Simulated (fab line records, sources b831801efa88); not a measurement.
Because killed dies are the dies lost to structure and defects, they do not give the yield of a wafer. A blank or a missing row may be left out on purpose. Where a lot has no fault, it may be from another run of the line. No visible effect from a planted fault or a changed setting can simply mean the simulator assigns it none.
Matching of chambers || flow gf180mcu || GF_V2_ETCH_16 on rie-diel-03 has 4 sister chambers
The step etches BARC in N2/H2. 18 wafers are shown with their chamber, then 9 later ones without.

WAFERS, EACH WITH ITS CHAMBER
{"wafer": "L755.2", "chamber": 2, "drypump-motor-current-A (A)": 5.8, "oes-product-au (a.u.)": 0.851, "throttle-valve-pct (%)": 13.236}
{"wafer": "L755.3", "chamber": 3, "drypump-motor-current-A (A)": 5.4, "oes-product-au (a.u.)": 0.857, "throttle-valve-pct (%)": 13.223}
{"wafer": "L755.5", "chamber": 0, "drypump-motor-current-A (A)": 5.8, "oes-product-au (a.u.)": 0.858, "throttle-valve-pct (%)": 13.218}
{"wafer": "L756.2", "chamber": 3, "drypump-motor-current-A (A)": 5.4, "oes-product-au (a.u.)": 0.858, "throttle-valve-pct (%)": 13.220}
{"wafer": "L756.4", "chamber": 2, "drypump-motor-current-A (A)": 5.8, "oes-product-au (a.u.)": 0.851, "throttle-valve-pct (%)": 13.226}
{"wafer": "L756.5", "chamber": 2, "drypump-motor-current-A (A)": 5.8, "oes-product-au (a.u.)": 0.857, "throttle-valve-pct (%)": 13.237}
{"wafer": "L757.1", "chamber": 1, "drypump-motor-current-A (A)": 5.7, "oes-product-au (a.u.)": 0.856, "throttle-valve-pct (%)": 13.227}
{"wafer": "L757.2", "chamber": 3, "drypump-motor-current-A (A)": 5.4, "oes-product-au (a.u.)": 0.851, "throttle-valve-pct (%)": 13.229}
{"wafer": "L757.3", "chamber": 2, "drypump-motor-current-A (A)": 5.9, "oes-product-au (a.u.)": 0.856, "throttle-valve-pct (%)": 13.214}
{"wafer": "L766.2", "chamber": 2, "drypump-motor-current-A (A)": 5.8, "oes-product-au (a.u.)": 0.850, "throttle-valve-pct (%)": 13.230}
{"wafer": "L766.3", "chamber": 0, "drypump-motor-current-A (A)": 5.8, "oes-product-au (a.u.)": 0.851, "throttle-valve-pct (%)": 13.224}
{"wafer": "L766.6", "chamber": 0, "drypump-motor-current-A (A)": 5.8, "oes-product-au (a.u.)": 0.852, "throttle-valve-pct (%)": 13.237}
{"wafer": "L767.1", "chamber": 2, "drypump-motor-current-A (A)": 5.8, "oes-product-au (a.u.)": 0.847, "throttle-valve-pct (%)": 13.235}
{"wafer": "L767.2", "chamber": 0, "drypump-motor-current-A (A)": 5.8, "oes-product-au (a.u.)": 0.851, "throttle-valve-pct (%)": 13.212}
{"wafer": "L767.3", "chamber": 1, "drypump-motor-current-A (A)": 5.7, "oes-product-au (a.u.)": 0.857, "throttle-valve-pct (%)": 13.226}
{"wafer": "L768.1", "chamber": 1, "drypump-motor-current-A (A)": 5.7, "oes-product-au (a.u.)": 0.863, "throttle-valve-pct (%)": 13.231}
{"wafer": "L768.3", "chamber": 2, "drypump-motor-current-A (A)": 5.9, "oes-product-au (a.u.)": 0.859, "throttle-valve-pct (%)": 13.229}
{"wafer": "L768.4", "chamber": 0, "drypump-motor-current-A (A)": 5.7, "oes-product-au (a.u.)": 0.858, "throttle-valve-pct (%)": 13.222}

SIGNATURES, as means of the wafers listed above
{"reading": "drypump-motor-current-A", "chamber 0": 5.780, "chamber 1": 5.700, "chamber 2": 5.829, "chamber 3": 5.400, "scatter within a chamber": 0.0399}
{"reading": "oes-product-au", "chamber 0": 0.85400, "chamber 1": 0.85867, "chamber 2": 0.85300, "chamber 3": 0.85533, "scatter within a chamber": 0.00401}
{"reading": "throttle-valve-pct", "chamber 0": 13.22260, "chamber 1": 13.22800, "chamber 2": 13.22957, "chamber 3": 13.22400, "scatter within a chamber": 0.00747}
Rule: a wafer's distance from a chamber is the root of the sum, over the readings, of the square of ((its reading less the chamber's mean) divided by the reading's scatter). If the next closest chamber is less than 2 further off than the closest, the wafer can't be placed; otherwise it belongs to the closest. The scatter: take each reading less its chamber's mean, square it, sum over the shown wafers, divide by the number of wafers less the number of chambers, and take the root.

WAFERS WITHOUT THEIR CHAMBER
{"wafer": "L771.4", "drypump-motor-current-A (A)": 5.4, "oes-product-au (a.u.)": 0.851, "throttle-valve-pct (%)": 13.232}
{"wafer": "L771.5", "drypump-motor-current-A (A)": 5.7, "oes-product-au (a.u.)": 0.858, "throttle-valve-pct (%)": 13.226}
{"wafer": "L771.6", "drypump-motor-current-A (A)": 5.9, "oes-product-au (a.u.)": 0.852, "throttle-valve-pct (%)": 13.240}
{"wafer": "L776.3", "drypump-motor-current-A (A)": 5.8, "oes-product-au (a.u.)": 0.856, "throttle-valve-pct (%)": 13.238}
{"wafer": "L776.4", "drypump-motor-current-A (A)": 5.8, "oes-product-au (a.u.)": 0.852, "throttle-valve-pct (%)": 13.222}
{"wafer": "L776.6", "drypump-motor-current-A (A)": 5.8, "oes-product-au (a.u.)": 0.863, "throttle-valve-pct (%)": 13.221}
{"wafer": "L775.1", "drypump-motor-current-A (A)": 5.8, "oes-product-au (a.u.)": 0.860, "throttle-valve-pct (%)": 13.226}
{"wafer": "L775.2", "drypump-motor-current-A (A)": 5.4, "oes-product-au (a.u.)": 0.851, "throttle-valve-pct (%)": 13.221}
{"wafer": "L775.5", "drypump-motor-current-A (A)": 5.8, "oes-product-au (a.u.)": 0.857, "throttle-valve-pct (%)": 13.226}

WHICH CHAMBER EACH WENT THROUGH
{"wafer": "L771.4", "from the rows above": 3, "in truth": 3}
{"wafer": "L771.5", "from the rows above": "can't be placed: 1 or 0", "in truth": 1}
{"wafer": "L771.6", "from the rows above": "can't be placed: 2 or 0", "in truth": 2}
{"wafer": "L776.3", "from the rows above": "can't be placed: 2 or 0 or 1", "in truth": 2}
{"wafer": "L776.4", "from the rows above": "can't be placed: 0 or 2", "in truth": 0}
{"wafer": "L776.6", "from the rows above": "can't be placed: 0 or 2 or 1", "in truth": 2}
{"wafer": "L775.1", "from the rows above": "can't be placed: 0 or 2 or 1", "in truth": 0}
{"wafer": "L775.2", "from the rows above": 3, "in truth": 3}
{"wafer": "L775.5", "from the rows above": "can't be placed: 0 or 2 or 1", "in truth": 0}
Correct placement for 2 of the 9. Can't be placed from these rows: 7 (the true chamber is among the candidates in 7). Wrongly placed: 0.
